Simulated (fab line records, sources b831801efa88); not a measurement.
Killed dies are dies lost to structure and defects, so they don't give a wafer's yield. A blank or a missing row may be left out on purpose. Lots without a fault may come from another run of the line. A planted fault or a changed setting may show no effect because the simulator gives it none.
A struck lot beside a sound one | flow sky130 | 36 steps out of a route of 708
Sound: wafers L823.2, L823.3, L823.4. Struck: wafers L819.2, L819.4, L819.6. The cause comes at the end.
At each step with rows: each side's tool, then ch and its chambers, then its first start. Under that, the readings that differ: sound wafers | struck wafers | difference of the means | sigmas: that difference in standard deviations of wafers without a fault.
alike: readings whose means differ by less than 2 such deviations, and words and numbers that are the same on both sides. not compared: withheld readings, readings that some wafer has no value for, bounds like >300 that may hide the same value, and numbers for which the record gives no deviation and whose values overlap.
The two part at a step that has a row with sigmas, a row that says differs or no value, or rows on one side only. Numbers that don't overlap but have no deviation are shown without sigmas and don't part them. A reading that every wafer of one side lacks parts them only if that side has two wafers or more.

first, 10 steps without rows for these wafers: SKY_VIA2_STRIP_17 (strips in post etch residue remover, time 1200 s); SKY_VIA2_CLEAN_18 (cleans in IPA, time 180 s); SKY_VIA2_CLEAN_19 (cleans in O3/DIW); SKY_VIA2_SPUTTER_20 (material TiN, target thk 20 nm, time 80 s); SKY_VIA2_CVD_21 (deposits W, target thk 420 nm, time 126.4 s); SKY_VIA2_CMP_24 (polishes, stops on SiO2, t overpolish 20 s, target thk 0 nm); SKY_METAL3_SPUTTER_00 (material Ti, target thk 15 nm, time 9.789 s); SKY_METAL3_SPUTTER_01 (material TiN, target thk 20 nm, time 16.7 s); SKY_METAL3_SPUTTER_02 (material AlCu, target thk 735 nm, time 39.1 s); SKY_METAL3_SPUTTER_03 (material Ti, target thk 5 nm, time 3.3 s).
SKY_METAL3_SPUTTER_04: material TiN, target thk 70 nm, time 58.3 s.
  sound on pvd_sputter-04, day 41 05:07; struck on pvd_sputter-03, day 39 19:47
  no value came back on the struck wafers for cathode_dc_power_W (W), chamber_pressure_pa (Pa), throttle_valve_pct (%); on the sound wafers cathode_dc_power_W (W) reads 6499.1 6500.4 6498.9
then, 23 steps without rows for these wafers: SKY_CAPM_CVD_00 (deposits SiO2, target thk 15.5 nm); SKY_CAPM_SPUTTER_02 (material TiN, target thk 200 nm, time 166.7 s); SKY_CAPM_DEHYDRATE_05 (time 60 s); SKY_CAPM_HMDS_06 (prime time 60 s); SKY_CAPM_COAT_07 (resist thk 1140 nm); SKY_CAPM_SOFTBAKE_08 (time 60 s); SKY_CAPM_EXPOSE_09 (exposes mask CAPM, target cd 1000 nm); SKY_CAPM_PEB_10; SKY_CAPM_DEVELOP_11 (develop time 60 s); SKY_CAPM_METAL_ETCH_13 (etches TiN in Cl2/BCl3, stops on SiO2, target depth 220 nm, time 62.9 s); SKY_CAPM_STRIP_14 (strips in O2/N2); SKY_CAPM_STRIP_15 (strips in post etch residue remover, time 1200 s); SKY_CAPM_CLEAN_16 (cleans in IPA, time 180 s); SKY_CAPM_CLEAN_17 (cleans in O3/DIW); SKY_METAL3_DEHYDRATE_05 (time 60 s); SKY_METAL3_HMDS_06 (prime time 60 s); SKY_METAL3_COAT_07 (resist thk 60 nm); SKY_METAL3_COAT_08 (resist thk 1124 nm); SKY_METAL3_SOFTBAKE_09 (time 90 s); SKY_METAL3_EXPOSE_10 (exposes mask MM3, target cd 300 nm); SKY_METAL3_PEB_11; SKY_METAL3_DEVELOP_12 (develop time 60 s); SKY_METAL3_DESCUM_15 (chemistry O2, time 8 s).
-- the record jumps here: 2 days lie between the struck wafers' starts before and after --
SKY_METAL3_METAL_ETCH_18: etches the open film in Cl2/BCl3, stops on SiO2, target depth 845 nm, time 183.1 s.
  sound on rie_metal-03 ch 0,1, day 43 05:01; struck on rie_metal-03 ch 0,1, day 41 20:04
  reading               | sound             | struck            | difference | sigmas
  oes_product_au (a.u.) | 0.858 0.865 0.869 | 0.825 0.825 0.829 | -0.038     | -6
  alike: bias_w, drypump_motor_current_A, he_backside_leak_sccm, mfc_cl2_sccm, throttle_valve_pct
  not compared: rf_hours_counter_h
-- the record jumps here: 7 days lie between the struck wafers' starts before and after (it left off in module METAL3 and takes up again in module PAD_OPEN, whose first step shown is number 708 of the route) --
SKY_PAD_OPEN_PROBE_99:
  sound on prober-01, day 49 13:05; struck on prober-01, day 48 12:07
  reading                              | sound                | struck               | difference | sigmas
  model.etest.via3_chain.rc_ohm        | 9.595 9.604 9.725    | 15.74 16.3 15.78     | +6.30      |
  model.etest.cap_mim.bv_v (V)         | 13.82 13.93 13.79    | 9.633 9.679 9.86     | -4.123     |
  model.etest.cap_mim.leak_log10_a_cm2 | -8.639 -8.782 -8.958 | -7.563 -7.567 -7.445 | +1.268     |
  alike: defect_limited_yield, killed_at_M0_to_M3, killed_at_M4_up, killed_at_contacts, killed_at_front_end, killed_at_other, killed_dies, killed_open, killed_short, sort_bin_3_pad_short, sort_bin_5_function, sort_bin_6_memory, sort_bin_8_speed, sort_n_pass, sort_yield_pct

WHERE THEY PART
First at SKY_METAL3_SPUTTER_04; last, within this record, at SKY_METAL3_METAL_ETCH_18. Later steps at which nothing parts them and some readings are alike: SKY_PAD_OPEN_PROBE_99.

WHY: what the simulator had put in
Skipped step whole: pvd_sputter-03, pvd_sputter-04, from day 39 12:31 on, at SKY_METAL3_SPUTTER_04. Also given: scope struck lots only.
